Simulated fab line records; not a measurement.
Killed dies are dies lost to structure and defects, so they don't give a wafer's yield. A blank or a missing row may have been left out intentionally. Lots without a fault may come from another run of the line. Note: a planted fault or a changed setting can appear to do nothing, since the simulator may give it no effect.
Which tool is to blame?	flow gf180mcu	18 wafers from 6 lots sampled at 2 of the route's 602 steps

## WHAT THE GAUGES READ, wafer by wafer
GF_MVSD_TW_MEAS_11.
lot	measured	on	MVSD_TW
L977	day 4 23:32	film-metro-01	1575 1580 1573
L979	day 5 08:51	film-metro-01	1575 1579 1583
L981	day 5 19:56	film-metro-03	1588 1587 1599
L983	day 6 07:33	film-metro-01	1579 1580 1583
L987	day 7 06:51	film-metro-01	1450 1443 1438
L990	day 8 00:18	film-metro-01	1580 1578 1590

## WHAT TOOL EACH LOT RAN ON (gives the tool, then ch and the chambers of the sampled wafers, and finally the start)
lot	GF_MVSD_IMPLANT_08
L977	implanter-04 ch 0, day 4 23:08
L979	implanter-04 ch 0, day 5 08:30
L981	implanter-04 ch 0, day 5 19:32
L983	implanter-04 ch 0, day 6 07:12
L987	implanter-04 ch 0, day 7 06:28
L990	implanter-03 ch 0, day 7 23:55
- GF_MVSD_IMPLANT_08

## THE ANSWER, worked out from the rows above alone
Rule: the usual values come from the lots themselves. Put in order of their means at a reading, lots are off if they are a third of the lots or fewer, leave a main group of 4 or more, and stand apart from it by a gap of 3 or more times the standard deviation of the main group's means; of several such gaps the widest counts. If all means in a main group match to the digits the tables above print for the reading, that group is not used. A lot without any number at a reading at which 4 lots or more have one is off too. All remaining lots with rows at the step are treated as sound.
Off: L987, at GF_MVSD_TW_MEAS_11 (MVSD_TW). The main group has a mean of 1582 with a standard deviation of 5.2.
If a tool, at a process step before that reading, ran all the lots that are off and no sound lot after the first of them, it fits. The gauges at GF_MVSD_TW_MEAS_11 are tried like those tools. One fits: implanter-04 at GF_MVSD_IMPLANT_08. Its last sound lot is L983 (day 6 07:12), its first lot that is off L987 (day 7 06:28): a fault that began between those two fits.

## WHAT THE SIMULATOR HAD PUT IN
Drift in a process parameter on implanter-04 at GF_MVSD_IMPLANT_08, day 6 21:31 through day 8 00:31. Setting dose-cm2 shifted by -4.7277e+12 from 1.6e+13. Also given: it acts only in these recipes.
Lots struck among those shown: L987. The rule above reached the same finding.
